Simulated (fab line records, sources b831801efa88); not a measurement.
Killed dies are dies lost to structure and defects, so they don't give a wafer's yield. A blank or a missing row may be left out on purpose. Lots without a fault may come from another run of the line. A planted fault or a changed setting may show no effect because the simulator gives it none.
Which tool did it? | flow gf180mcu | 6 lots, 18 wafers sampled, at 2 steps of a route of 602

WHAT THE GAUGES READ, wafer by wafer
GF_SAB_THK_MEAS_01.
lot  | measured     | on            | SAB_CVD_00_THK (nm)
L233 | day 14 18:01 | film_metro-03 | 50.6 50.3 49.8
L236 | day 15 15:49 | film_metro-04 | 49.2 50.6 50.7
L243 | day 17 23:32 | film_metro-04 | 49.0 49.6 53.3 49.0 49.7 53.2
L247 | day 19 19:25 | film_metro-03 | 49.2 49.9 50.2
L250 | day 20 18:22 | film_metro-04 | 49.4 48.7 50.2
L253 | day 21 18:14 | film_metro-01 | 48.7 49.5 49.8

WHICH TOOL RAN EACH LOT (tool, then ch and the chambers of the sampled wafers, then the start)
lot  | GF_SAB_CVD_00
L233 | pecvd-01 ch 0,1,2, day 14 17:59
L236 | pecvd-01 ch 0,1,2, day 15 15:47
L243 | pecvd-02 ch 0,2, day 17 23:29
L247 | pecvd-03 ch 1,2, day 19 19:23
L250 | pecvd-01 ch 0,1, day 20 18:20
L253 | pecvd-01 ch 0,1,2, day 21 18:11
- GF_SAB_CVD_00: deposits SiO2 from TEOS, target thk 50 nm, time 4.9302 s.

THE ANSWER, worked out from the rows above alone
Rule: what is usual is taken from the lots themselves. Put in order of their means at a reading, lots are off if they are a third of the lots or fewer, leave a main group of 4 or more, and stand apart from it by a gap of 3 or more times the standard deviation of the main group's means; of several such gaps the widest counts. A main group whose means are all the same, to the digits that the tables above print for the reading, isn't used. A lot without any number at a reading at which 4 lots or more have one is off too. The other lots that the step has rows for count as sound.
No lot is off at any reading shown: from this, nothing can be told.

WHAT THE SIMULATOR HAD PUT IN
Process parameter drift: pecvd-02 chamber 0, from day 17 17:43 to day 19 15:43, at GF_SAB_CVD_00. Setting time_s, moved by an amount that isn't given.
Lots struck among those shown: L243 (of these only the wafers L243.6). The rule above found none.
